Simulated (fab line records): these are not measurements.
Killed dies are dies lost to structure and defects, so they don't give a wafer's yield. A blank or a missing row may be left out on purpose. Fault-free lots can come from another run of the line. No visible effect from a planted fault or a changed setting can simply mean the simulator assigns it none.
Which tool did it? | flow gf180mcu | 39 wafers from 13 lots sampled at 6 of the route's 602 steps

## WHAT THE GAUGES READ, wafer by wafer
GF_MVPSD_OVL_MEAS_07. Usual: MVPSD_OVL -0.3 nm, standard deviation 1.4.
lot  | measured     | on         | MVPSD_OVL (nm) | flag
L899 | day 5 02:40  | overlay-02 | 0.2 3.9 1.5    |
L900 | day 5 06:22  | overlay-02 | -2.0 -0.5 -1.7 |
L901 | day 5 12:04  | overlay-01 | 0.3 1.0 2.7    |
L905 | day 6 17:16  | overlay-01 | - - -          | OFF
L907 | day 7 02:30  | overlay-01 | -1.0 -1.7 -1.6 |
L912 | day 8 07:40  | overlay-02 | -0.8 -1.8 0.0  |
L914 | day 8 18:10  | overlay-02 | 0.9 0.6 -1.7   |
L915 | day 8 23:19  | overlay-01 | 1.0 -1.5 -0.2  |
L916 | day 9 07:25  | overlay-01 | -0.2 -1.0 -2.2 |
L918 | day 9 17:25  | overlay-02 | -2.6 -0.1 -0.7 |
L920 | day 10 06:42 | overlay-01 | 1.6 0.8 -0.7   |
L921 | day 10 10:28 | overlay-01 | 0.2 0.8 -2.5   |
L922 | day 10 17:03 | overlay-01 | -0.6 1.0 1.9   |

GF_MVPSD_TW_MEAS_11. Usual: MVPSD_TW 550, standard deviation 7.7.
lot  | measured     | on            | MVPSD_TW    | flag
L899 | day 5 03:06  | film_metro-04 | 556 558 556 |
L900 | day 5 06:49  | film_metro-03 | 540 537 541 |
L901 | day 5 12:29  | film_metro-03 | 537 539 538 |
L905 | day 6 17:42  | film_metro-04 | 30 30 30    | OFF
L907 | day 7 02:56  | film_metro-04 | 558 558 559 |
L912 | day 8 08:07  | film_metro-01 | 559 558 556 |
L914 | day 8 18:35  | film_metro-04 | 560 556 556 |
L915 | day 8 23:45  | film_metro-01 | 557 558 559 |
L916 | day 9 07:51  | film_metro-04 | 557 559 559 |
L918 | day 9 17:50  | film_metro-03 | 544 545 541 |
L920 | day 10 07:08 | film_metro-01 | 558 556 556 |
L921 | day 10 10:54 | film_metro-04 | 554 556 558 |
L922 | day 10 17:29 | film_metro-01 | 556 554 555 |

GF_CONTACT_THK_MEAS_03. Usual: CONTACT_CVD_02_THK 859 nm, standard deviation 13.
lot  | measured     | on            | CONTACT_CVD_02_THK (nm) | flag
L899 | day 15 06:05 | film_metro-04 | 846 859 861             |
L900 | day 15 08:23 | film_metro-03 | 876 878 879             |
L901 | day 15 22:16 | film_metro-03 | 855 852 869             |
L905 | day 17 10:57 | film_metro-04 | 882 873 878             |
L907 | day 18 02:36 | film_metro-04 | 855 857 866             |
L912 | day 19 22:47 | film_metro-01 | 864 846 873             |
L914 | day 20 16:22 | film_metro-03 | 854 837 860             |
L915 | day 20 21:43 | film_metro-01 | 850 890 860             |
L916 | day 21 06:55 | film_metro-01 | 838 843 880             |
L918 | day 21 21:43 | film_metro-03 | 856 842 842             |
L920 | day 22 17:47 | film_metro-03 | 863 875 858             |
L921 | day 22 19:37 | film_metro-01 | 832 845 876             |
L922 | day 23 03:16 | film_metro-04 | 845 843 871             |

GF_V2_BOW_MEAS_05. Usual: V2_BOW 99 um, standard deviation 8.1.
lot  | measured     | on            | V2_BOW (um) | flag
L899 | day 19 08:39 | film_metro-03 | 102 98 111  |
L900 | day 19 10:44 | film_metro-04 | 89 95 87    |
L901 | day 20 00:37 | film_metro-04 | 97 98 94    |
L905 | day 21 16:30 | film_metro-04 | 109 109 109 |
L907 | day 22 09:34 | film_metro-04 | 88 95 99    |
L912 | day 24 02:44 | film_metro-03 | 104 98 95   |
L914 | day 24 19:10 | film_metro-04 | 111 108 94  |
L915 | day 24 22:56 | film_metro-04 | 113 102 122 |
L916 | day 25 07:23 | film_metro-04 | 105 101 106 |
L918 | day 25 20:25 | film_metro-03 | 103 117 108 |
L920 | day 26 15:43 | film_metro-04 | 110 101 113 |
L921 | day 26 16:32 | film_metro-03 | 102 107 98  |
L922 | day 26 23:53 | film_metro-04 | 96 97 94    |

## WHAT TOOL EACH LOT RAN ON (gives the tool, then ch and the chambers of the sampled wafers, and finally the start)
lot  | GF_MVPSD_EXPOSE_04                  | GF_V1_SPUTTER_22
L899 | iline_stepper-02 ch 0, day 4 19:48  | pvd_sputter-03, day 18 05:52
L900 | iline_stepper-01 ch 0, day 4 23:17  | pvd_sputter-04, day 18 07:32
L901 | iline_stepper-02 ch 0, day 5 04:56  | pvd_sputter-01, day 18 23:16
L905 | iline_stepper-02 ch 0, day 6 10:00  | pvd_sputter-03, day 20 14:50
L907 | iline_stepper-02 ch 0, day 6 18:40  | pvd_sputter-04, day 21 07:03
L912 | iline_stepper-01 ch 0, day 7 23:41  | pvd_sputter-01, day 23 02:16
L914 | iline_stepper-02 ch 0, day 8 10:35  | pvd_sputter-03, day 23 18:05
L915 | iline_stepper-01 ch 0, day 8 14:57  | pvd_sputter-04, day 23 23:46
L916 | iline_stepper-01 ch 0, day 8 22:49  | pvd_sputter-03, day 24 07:31
L918 | iline_stepper-02 ch 0, day 9 08:54  | pvd_sputter-01, day 24 21:11
L920 | iline_stepper-02 ch 0, day 9 22:14  | pvd_sputter-04, day 25 16:28
L921 | iline_stepper-01 ch 0, day 10 01:45 | pvd_sputter-01, day 25 17:05
L922 | iline_stepper-02 ch 0, day 10 08:10 | pvd_sputter-01, day 26 01:04
- GF_MVPSD_EXPOSE_04: exposes mask MVPSD, target cd 1000 nm.
- GF_V1_SPUTTER_22: material TiN, target thk 10 nm, time 40 s.

## AS READ BY THE TOOLS THEMSELVES (means over the sampled wafers that have a number; for cases with no such wafer, the mark the record gives instead)
GF_MVPSD_EXPOSE_04. Usual: exposure_dose_mJ_cm2 at 260.00, with a standard deviation of 0.28.
lot  | tool             | exposure_dose_mJ_cm2 | flag
L899 | iline_stepper-02 | 260.16               |
L900 | iline_stepper-01 | 260.24               |
L901 | iline_stepper-02 | 259.96               |
L905 | iline_stepper-02 | 259.70               |
L907 | iline_stepper-02 | 259.82               |
L912 | iline_stepper-01 | 259.85               |
L914 | iline_stepper-02 | 260.01               |
L915 | iline_stepper-01 | 259.98               |
L916 | iline_stepper-01 | 259.56               |
L918 | iline_stepper-02 | 259.96               |
L920 | iline_stepper-02 | 259.63               |
L921 | iline_stepper-01 | 260.30               |
L922 | iline_stepper-02 | 260.04               |

GF_V1_SPUTTER_22. Usual: throttle_valve_pct at 30.1 %, with a standard deviation of 1.2.
lot  | tool           | throttle_valve_pct (%) | flag
L899 | pvd_sputter-03 | 29.2                   |
L900 | pvd_sputter-04 | 29.8                   |
L901 | pvd_sputter-01 | 30.8                   |
L905 | pvd_sputter-03 | 29.2                   |
L907 | pvd_sputter-04 | 29.7                   |
L912 | pvd_sputter-01 | 31.4                   |
L914 | pvd_sputter-03 | 29.4                   |
L915 | pvd_sputter-04 | 30.8                   |
L916 | pvd_sputter-03 | 29.6                   |
L918 | pvd_sputter-01 | 31.3                   |
L920 | pvd_sputter-04 | 29.2                   |
L921 | pvd_sputter-01 | 31.3                   |
L922 | pvd_sputter-01 | 31.3                   |

## THE ANSWER, worked out from the rows above alone
Rule: a lot is off if the mean of its wafers that have a number lies more than 3 standard deviations from the usual mean. A lot without any number at a reading at which 4 lots or more have one is off too. Where the step has rows for the other lots, those lots are counted as sound. The gauges are gone through in route order, then the tools' own readings, and for those a lot's mean is taken as printed above. The first step at which some lot is off is used, and at that step the reading that is off furthest; a lot without a number counts as furthest.
Off: L905, at GF_MVPSD_OVL_MEAS_07 (MVPSD_OVL). Without a number there: L905.
A tool fits if, at a process step before that reading, it ran every lot that is off, and no sound lot after the first of them. The gauges at GF_MVPSD_OVL_MEAS_07 aren't tried: what is off there is off at GF_MVPSD_TW_MEAS_11 too, on other tools, and a gauge's error can't cause that. Not one of the candidates tried fits.

## WHAT HAD BEEN PUT IN BY THE SIMULATOR
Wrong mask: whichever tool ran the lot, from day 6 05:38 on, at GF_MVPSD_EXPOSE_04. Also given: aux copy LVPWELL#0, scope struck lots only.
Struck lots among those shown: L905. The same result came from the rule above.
